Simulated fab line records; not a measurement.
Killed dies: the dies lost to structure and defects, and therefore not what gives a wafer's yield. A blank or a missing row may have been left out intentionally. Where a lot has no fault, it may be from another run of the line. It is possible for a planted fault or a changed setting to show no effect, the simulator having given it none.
fab line records | flow gf180mcu
[record] lots = 13 | wafers = 39 | last-day = 34
route steps=602 shown POLY_GATE@157 HV_LDD@222 PSD@256 SAB@275
lots that met no fault: taken from a fault-free run of the same line
start-h: hours from the record's first day to the start of the lot's first wafer shown | wait-h: hours since the lot's step before | " as in the row above | L1.1+2: several wafers, shown together as one row | - no value, or no start was given | * or withheld: withheld | < > ~ a bound
route shown NAME@n: NAME is a module with steps in the file, n the number in the route of the first one | usual: mean/standard deviation of fault-free wafers | same: alike in all rows | chamber/n: place in a boat | sites: the reading at each site | _std_site: the standard deviation of these | _edge_site: mean of outer sites minus mean of inner sites | radius-mm: how far each site lies from the wafer's centre | mask NAME#n: copy n | behind: the tool/chamber that last shaped the wafer | hold: cause of the lot's hold/its duration in hours/its outcome | device: the n, p or np transistor that did not switch | end of line: at the end of the route, the tests of the same wafers | a step with no rows: only its recipe | killed: dies lost to structure and defects at the first sort, not the wafer's yield | map: the dies of a wafer, with x for killed, . for not killed, _ for no die there
set.NAME: setting as actually run; set.NAME@STEP: the setting as run at that earlier step | model.NAME: the simulator's own value behind a step, which no gauge read
the route's steps for a sample of lots (tables are steps, rows are wafers)
services: a tool's chamber out of use, with start hour (start-h, from the record's first day; less than 0 if before it), hours out, and reason
[[steps]]
[step GF_POLY_GATE_CVD_00]
[recipe] material = poly-Si | target-thk-nm = 200 | temp-c = 620 | time-s = 1200 | pressure-mtorr = 200
[usual] spike-tc-bottom-C = 639/3.2 | spike-tc-centre-C = 620.9/1.3 | spike-tc-lower-C = 620.0/1.3 | spike-tc-top-C = 637/3.3 | spike-tc-upper-C = 619.9/1.2 | susceptor-temp-C = 619.89/0.26 | zone-power-centre-pct = 9.5/1.4
lot.wafer | tool     | chamber | start-h | wait-h | spike-tc-bottom-C | spike-tc-centre-C | spike-tc-lower-C | spike-tc-top-C | spike-tc-upper-C | susceptor-temp-C | zone-power-centre-pct
L368.2    | lpcvd-02 | 1       | 184.00  | 0.0    | 641               | 623.5             | 620.0            | 637            | 620.7            | 620.03           | 7.5
L368.4    | "        | 1       | "       | "      | 643               | 621.7             | 619.0            | 637            | 619.4            | 620.21           | 7.5
L368.5    | "        | 1       | "       | "      | 641               | 622.4             | 618.9            | 638            | 618.8            | 620.03           | 7.5
L369.1    | lpcvd-01 | 1       | 185.42  | 0.0    | 641               | 620.6             | 620.2            | 637            | 618.9            | 619.69           | 9.0
L369.2    | "        | 1       | "       | "      | 643               | 619.9             | 619.4            | 635            | 620.3            | 619.64           | 9.0
L369.3    | "        | 1       | "       | "      | 643               | 622.8             | 618.9            | 636            | 619.8            | 620.07           | 9.0
L370.1    | lpcvd-02 | 1       | 198.72  | 0.0    | 643               | 619.6             | 617.2            | 639            | 619.7            | 619.91           | 7.5
L370.3    | "        | 1       | "       | "      | 644               | 622.3             | 618.7            | 636            | 619.0            | 619.75           | 7.3
L370.5    | "        | 1       | "       | "      | 643               | 619.8             | 620.1            | 639            | 619.3            | 619.99           | 7.5
L371.2    | lpcvd-02 | 1       | 204.77  | 0.0    | 642               | 619.0             | 619.9            | 638            | 618.9            | 620.00           | 7.5
L371.5    | "        | 1       | "       | "      | 643               | 620.4             | 619.8            | 637            | 619.0            | 620.17           | 7.4
L371.6    | "        | 1       | "       | "      | 642               | 619.9             | 618.1            | 637            | 620.8            | 620.43           | 7.4
L373.3    | lpcvd-02 | 0       | 225.52  | 1.5    | 638               | 621.4             | 620.7            | 631            | 619.1            | 620.38           | 9.7
L373.5    | "        | 0       | "       | "      | 636               | 620.0             | 622.2            | 630            | 618.7            | 619.86           | 9.8
L373.6    | "        | 0       | "       | "      | 637               | 621.4             | 622.1            | 632            | 620.8            | 619.74           | 9.7
L374.1    | lpcvd-02 | 1       | 225.52  | 1.5    | 641               | 620.8             | 619.3            | 638            | 620.1            | 619.51           | 7.5
L374.2    | "        | 1       | "       | "      | 643               | 621.2             | 617.9            | 638            | 619.6            | 619.61           | 7.5
L374.6    | "        | 1       | "       | "      | 642               | 620.9             | 619.0            | 636            | 620.0            | 619.88           | 7.5
L376.2    | lpcvd-02 | 0       | 244.07  | 0.0    | 647               | 633.6             | 630.9            | 641            | 629.1            | 630.47           | 9.8
L376.3    | "        | 0       | "       | "      | 645               | 630.9             | 631.4            | 642            | 628.2            | 630.36           | 9.8
L376.5    | "        | 0       | "       | "      | 648               | 631.0             | 632.9            | 642            | 628.3            | 630.61           | 9.9
L377.1    | lpcvd-02 | 1       | 245.40  | 0.3    | 653               | 631.5             | 630.0            | 649            | 628.8            | 630.16           | 7.7
L377.2    | "        | 1       | "       | "      | 653               | 632.0             | 627.9            | 649            | 629.6            | 630.24           | 7.7
L377.5    | "        | 1       | "       | "      | 653               | 630.1             | 628.7            | 649            | 629.8            | 630.18           | 7.8
L380.2    | lpcvd-01 | 0       | 273.35  | 0.0    | 637               | 620.5             | 619.5            | 640            | 620.7            | 619.52           | 11.2
L380.3    | "        | 0       | "       | "      | 637               | 619.5             | 620.9            | 640            | 621.6            | 620.42           | 11.1
L380.5    | "        | 0       | "       | "      | 638               | 618.6             | 619.1            | 642            | 622.2            | 619.78           | 11.1
L382.1    | lpcvd-01 | 0       | 292.72  | 0.0    | 636               | 619.8             | 618.8            | 640            | 622.3            | 619.96           | 11.2
L382.3    | "        | 0       | "       | "      | 636               | 619.9             | 617.4            | 641            | 620.5            | 619.93           | 11.3
L382.6    | "        | 0       | "       | "      | 635               | 618.9             | 621.9            | 640            | 619.6            | 619.94           | 11.1
L383.2    | lpcvd-01 | 0       | 296.32  | 0.0    | 636               | 620.3             | 620.9            | 639            | 622.7            | 619.56           | 11.1
L383.3    | "        | 0       | "       | "      | 634               | 618.8             | 620.6            | 640            | 619.6            | 619.73           | 11.1
L383.6    | "        | 0       | "       | "      | 636               | 617.8             | 621.3            | 639            | 619.5            | 619.99           | 11.4
L388.1    | lpcvd-01 | 0       | 332.45  | 0.0    | 635               | 621.6             | 619.1            | 640            | 622.0            | 619.93           | 11.1
L388.2    | "        | 0       | "       | "      | 637               | 618.9             | 620.1            | 640            | 620.4            | 619.88           | 11.1
L388.3    | "        | 0       | "       | "      | 637               | 618.5             | 621.0            | 640            | 620.2            | 619.74           | 11.3
L390.1    | lpcvd-01 | 0       | 343.38  | 0.0    | 636               | 619.7             | 619.2            | 638            | 621.5            | 620.17           | 11.2
L390.5    | "        | 0       | "       | "      | 635               | 621.5             | 621.1            | 639            | 617.9            | 619.79           | 11.0
L390.6    | "        | 0       | "       | "      | 636               | 619.6             | 620.6            | 639            | 620.8            | 620.20           | 11.2
[step GF_POLY_GATE_THK_MEAS_01]
[recipe] reads = poly-Si_of_POLY_GATE_CVD_00
[usual] POLY_GATE_CVD_00_THK = 199.8/2.3
lot.wafer | tool          | chamber | start-h | wait-h | POLY_GATE_CVD_00_THK[nm]
L368.2    | film-metro-02 | -       | 185.34  | 0.0    | 198.4
L368.4    | "             | -       | "       | "      | 198.1
L368.5    | "             | -       | "       | "      | 198.2
L369.1    | film-metro-02 | -       | 186.75  | 0.0    | 201.4
L369.2    | "             | -       | "       | "      | 200.5
L369.3    | "             | -       | "       | "      | 201.1
L370.1    | film-metro-02 | -       | 200.05  | 0.0    | 196.3
L370.3    | "             | -       | "       | "      | 197.3
L370.5    | "             | -       | "       | "      | 198.7
L371.2    | film-metro-04 | -       | 206.11  | 0.0    | 200.4
L371.5    | "             | -       | "       | "      | 200.2
L371.6    | "             | -       | "       | "      | 200.3
L374.1    | film-metro-03 | -       | 226.91  | 0.1    | 197.6
L374.2    | "             | -       | "       | "      | 198.5
L374.6    | "             | -       | "       | "      | 198.3
L373.3    | film-metro-04 | -       | 226.93  | 0.1    | 199.6
L373.5    | "             | -       | "       | "      | 197.1
L373.6    | "             | -       | "       | "      | 199.3
L376.2    | film-metro-02 | -       | 245.41  | 0.0    | 251.1
L376.3    | "             | -       | "       | "      | 252.7
L376.5    | "             | -       | "       | "      | 251.7
L377.1    | film-metro-04 | -       | 246.73  | 0.0    | 255.9
L377.2    | "             | -       | "       | "      | 258.2
L377.5    | "             | -       | "       | "      | 255.8
L380.2    | film-metro-04 | -       | 274.69  | 0.0    | 203.3
L380.3    | "             | -       | "       | "      | 201.2
L380.5    | "             | -       | "       | "      | 203.7
L382.1    | film-metro-03 | -       | 294.05  | 0.0    | 202.5
L382.3    | "             | -       | "       | "      | 201.3
L382.6    | "             | -       | "       | "      | 200.5
L383.2    | film-metro-04 | -       | 297.66  | 0.0    | 197.8
L383.3    | "             | -       | "       | "      | 197.7
L383.6    | "             | -       | "       | "      | 199.2
L388.1    | film-metro-04 | -       | 333.79  | 0.0    | 199.9
L388.2    | "             | -       | "       | "      | 197.5
L388.3    | "             | -       | "       | "      | 199.6
L390.1    | film-metro-02 | -       | 344.72  | 0.0    | 201.1
L390.5    | "             | -       | "       | "      | 200.9
L390.6    | "             | -       | "       | "      | 199.0
[step GF_HV_LDD_CD_MEAS_46]
[recipe] target-cd-nm = 400
[usual] cd-nm = 400/3.2
lot.wafer | tool      | chamber | start-h | wait-h | cd-nm
L368.2    | cd-sem-01 | -       | 278.32  | 0.1    | 405
L368.4    | "         | -       | "       | "      | 405
L368.5    | "         | -       | "       | "      | 405
L369.1    | cd-sem-01 | -       | 280.50  | 0.1    | 399
L369.2    | "         | -       | "       | "      | 400
L369.3    | "         | -       | "       | "      | 401
L370.1    | cd-sem-02 | -       | 295.47  | 0.1    | 401
L370.3    | "         | -       | "       | "      | 401
L370.5    | "         | -       | "       | "      | 401
L371.2    | cd-sem-02 | -       | 302.37  | 0.1    | 397
L371.5    | "         | -       | "       | "      | 396
L371.6    | "         | -       | "       | "      | 395
L374.1    | cd-sem-02 | -       | 326.72  | 0.1    | 403
L374.2    | "         | -       | "       | "      | 402
L374.6    | "         | -       | "       | "      | 399
L373.3    | cd-sem-02 | -       | 327.43  | 0.1    | 408
L373.5    | "         | -       | "       | "      | 407
L373.6    | "         | -       | "       | "      | 407
L376.2    | cd-sem-02 | -       | 349.47  | 0.1    | 399
L376.3    | "         | -       | "       | "      | 398
L376.5    | "         | -       | "       | "      | 400
L377.1    | cd-sem-02 | -       | 350.04  | 0.1    | 397
L377.2    | "         | -       | "       | "      | 399
L377.5    | "         | -       | "       | "      | 399
L380.2    | cd-sem-01 | -       | 384.02  | 0.1    | 398
L380.3    | "         | -       | "       | "      | 395
L380.5    | "         | -       | "       | "      | 397
L382.1    | cd-sem-02 | -       | 406.85  | 0.1    | 398
L382.3    | "         | -       | "       | "      | 399
L382.6    | "         | -       | "       | "      | 397
L383.2    | cd-sem-01 | -       | 411.72  | 0.1    | 399
L383.3    | "         | -       | "       | "      | 399
L383.6    | "         | -       | "       | "      | 399
L388.1    | cd-sem-01 | -       | 451.67  | 0.1    | 400
L388.2    | "         | -       | "       | "      | 401
L388.3    | "         | -       | "       | "      | 400
L390.1    | cd-sem-02 | -       | 463.44  | 0.1    | 401
L390.5    | "         | -       | "       | "      | 400
L390.6    | "         | -       | "       | "      | 401
[step GF_PSD_OVL_MEAS_08]
[usual] PSD_OVL = 0.0/1.5
lot.wafer | tool       | chamber | start-h | wait-h | PSD_OVL[nm]
L368.2    | overlay-01 | -       | 322.26  | 0.1    | 1.2
L368.4    | "          | -       | "       | "      | 2.3
L368.5    | "          | -       | "       | "      | 1.6
L369.1    | overlay-01 | -       | 324.56  | 0.1    | 0.4
L369.2    | "          | -       | "       | "      | 0.4
L369.3    | "          | -       | "       | "      | 1.5
L370.1    | overlay-01 | -       | 340.81  | 0.1    | -0.4
L370.3    | "          | -       | "       | "      | 0.4
L370.5    | "          | -       | "       | "      | -1.4
L371.2    | overlay-01 | -       | 348.04  | 0.1    | 1.0
L371.5    | "          | -       | "       | "      | 1.5
L371.6    | "          | -       | "       | "      | 0.4
L374.1    | overlay-02 | -       | 373.81  | 0.1    | 1.4
L374.2    | "          | -       | "       | "      | 1.4
L374.6    | "          | -       | "       | "      | 1.9
L373.3    | overlay-01 | -       | 375.43  | 0.1    | -2.3
L373.5    | "          | -       | "       | "      | -1.4
L373.6    | "          | -       | "       | "      | -2.1
L376.2    | overlay-02 | -       | 398.07  | 0.1    | 0.5
L376.3    | "          | -       | "       | "      | -0.5
L376.5    | "          | -       | "       | "      | 1.2
L377.1    | overlay-02 | -       | 398.63  | 0.1    | 1.7
L377.2    | "          | -       | "       | "      | -0.3
L377.5    | "          | -       | "       | "      | 0.5
L380.2    | overlay-01 | -       | 434.89  | 0.1    | -1.3
L380.3    | "          | -       | "       | "      | -1.0
L380.5    | "          | -       | "       | "      | 0.2
L382.1    | overlay-02 | -       | 458.22  | 0.1    | 0.3
L382.3    | "          | -       | "       | "      | 1.5
L382.6    | "          | -       | "       | "      | 0.5
L383.2    | overlay-01 | -       | 464.07  | 0.1    | -0.2
L383.3    | "          | -       | "       | "      | -0.7
L383.6    | "          | -       | "       | "      | 0.0
L388.1    | overlay-01 | -       | 503.21  | 0.1    | -0.9
L388.2    | "          | -       | "       | "      | -0.9
L388.3    | "          | -       | "       | "      | -0.4
L390.1    | overlay-02 | -       | 514.23  | 0.1    | -0.3
L390.5    | "          | -       | "       | "      | -1.0
L390.6    | "          | -       | "       | "      | -1.4
[step GF_SAB_ETCH_11]
[recipe] chemistry = C4F8/O2/Ar | mask-material = NOVOLAK | target = SiO2 | target-depth-nm = 55 | source-w = 1500 | bias-w = 1200 | pressure-mtorr = 40 | c4f8-flow-sccm = withheld | O2_flow_sccm = 6 | Ar_flow_sccm = 300 | time-s = 8.5
[usual] oes-product-au = 0.996/0.0098
lot.wafer | tool        | chamber | start-h | wait-h | oes-product-au | rf-hours-counter-h
L368.2    | rie-diel-04 | 0       | 344.23  | 0.0    | 1.001          | 111
L368.4    | "           | 2       | "       | "      | 0.990          | 86
L368.5    | "           | 0       | "       | "      | 0.999          | -
L369.1    | rie-diel-04 | 0       | 346.60  | 0.0    | 0.993          | 111
L369.2    | "           | 1       | "       | "      | 1.011          | 5
L369.3    | "           | 2       | "       | "      | 0.988          | 86
L370.1    | rie-diel-03 | 2       | 362.93  | 0.0    | 1.004          | 26
L370.3    | "           | 3       | "       | "      | 0.973          | 3
L370.5    | "           | 1       | "       | "      | 1.002          | -
L371.2    | rie-diel-04 | 2       | 370.38  | 0.0    | 0.980          | 87
L371.5    | "           | 1       | "       | "      | 0.996          | -
L371.6    | "           | 0       | "       | "      | 0.999          | -
L374.1    | rie-diel-04 | 3       | 397.00  | 0.0    | 1.008          | 74
L374.2    | "           | 1       | "       | "      | 1.009          | 7
L374.6    | "           | 1       | "       | "      | 1.001          | -
L373.3    | rie-diel-03 | 3       | 398.85  | 0.0    | 0.988          | 4
L373.5    | "           | 0       | "       | "      | 0.988          | -
L373.6    | "           | 3       | "       | "      | 0.993          | -
L376.2    | rie-diel-03 | 2       | 422.42  | 0.0    | 1.011          | 27
L376.3    | "           | 3       | "       | "      | 0.979          | 5
L376.5    | "           | 3       | "       | "      | 0.981          | -
L377.1    | rie-diel-01 | 2       | 422.54  | 0.0    | 0.992          | 2
L377.2    | "           | 3       | "       | "      | 0.998          | 27
L377.5    | "           | 1       | "       | "      | 1.001          | -
L380.2    | rie-diel-03 | 2       | 459.50  | 0.0    | 1.003          | 28
L380.3    | "           | 3       | "       | "      | 0.986          | 6
L380.5    | "           | 2       | "       | "      | 1.006          | -
L382.1    | rie-diel-03 | 0       | 482.55  | 0.0    | 0.983          | 17
L382.3    | "           | 3       | "       | "      | 0.979          | 7
L382.6    | "           | 2       | "       | "      | 1.002          | -
L383.2    | rie-diel-01 | 0       | 488.48  | 0.0    | 1.003          | 84
L383.3    | "           | 1       | "       | "      | 1.006          | 67
L383.6    | "           | 3       | "       | "      | 1.002          | -
L388.1    | rie-diel-04 | 0       | 527.37  | 0.0    | 0.997          | 3
L388.2    | "           | 3       | "       | "      | 0.983          | 77
L388.3    | "           | 1       | "       | "      | 1.000          | 10
L390.1    | rie-diel-03 | 0       | 537.37  | 0.0    | 0.990          | 18
L390.5    | "           | 1       | "       | "      | 0.999          | -
L390.6    | "           | 2       | "       | "      | 1.001          | -
[[services]]
tool        | chamber | start-h | hours | kind
rie-diel-03 | -       | 165.95  | 0.9   | repair
rie-diel-03 | 3       | 174.79  | -     | clean
rie-diel-03 | 3       | 174.79  | 16.4  | scheduled-down
rie-diel-03 | 3       | 174.79  | 16.4  | vent-cycle
lpcvd-01    | -       | 203.01  | 28.1  | pm
rie-diel-01 | 1       | 239.36  | 27.1  | repair
rie-diel-03 | 1       | 261.40  | 3.7   | repair
rie-diel-01 | 3       | 269.09  | 9.0   | repair
rie-diel-04 | -       | 270.80  | 0.2   | repair
rie-diel-04 | 0       | 289.51  | 4.0   | repair
rie-diel-03 | -       | 345.41  | 4.3   | pm
lpcvd-02    | -       | 354.65  | 6.1   | pm
rie-diel-03 | 0       | 361.91  | 5.0   | repair
rie-diel-01 | 3       | 381.60  | 7.2   | repair
rie-diel-04 | 2       | 396.72  | 5.8   | repair
rie-diel-04 | 0       | 402.64  | -     | clean
rie-diel-04 | 0       | 402.64  | 16.5  | scheduled-down
rie-diel-04 | 0       | 402.64  | 16.5  | vent-cycle
rie-diel-03 | 0       | 402.86  | 4.6   | repair
rie-diel-03 | 3       | 444.92  | 4.0   | repair
rie-diel-03 | 1       | 477.73  | 3.4   | repair
lpcvd-02    | -       | 509.13  | 2.9   | repair
rie-diel-03 | 1       | 513.73  | 8.2   | repair
rie-diel-03 | 2       | 525.69  | 1.4   | repair
[[key]]
[first-sign] step = GF_POLY_GATE_CVD_00 | reading = susceptor-temp-C | direction = up | sigmas = 39 | usual = * | struck = *
[effect] step = GF_POLY_GATE_CVD_00 | reading = spike-tc-centre-C | direction = up | sigmas = 8.1 | usual = 620.9 | struck = 631.5
[effect] step = GF_POLY_GATE_THK_MEAS_01 | reading = POLY_GATE_CVD_00_THK | direction = up | sigmas = 24 | usual = 199.8 | struck = 254.2
met-at GF_POLY_GATE_CVD_00
struck-lots L376,L377
tester-left-out L376,L377
not-acting-at GF_HV_LDD_CD_MEAS_46,GF_PSD_OVL_MEAS_08,GF_SAB_ETCH_11
onset-between 225.52 244.07
[fault] kind = process-parameter-drift | tool = lpcvd-02 | chamber = - | onset-h = 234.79 | steps = GF_POLY_GATE_CVD_00 | channel = temp-c | offset = * | shape = step | end-h = 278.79 | acts-in = * | stated = *
// tester-left-out: of these lots the tester's yield and bins aren't shown, on N5 and GAA mostly nor the transistor test; their killed dies are dies lost to structure and defects alone, not to doping, threshold or leakage, so they don't give the yield
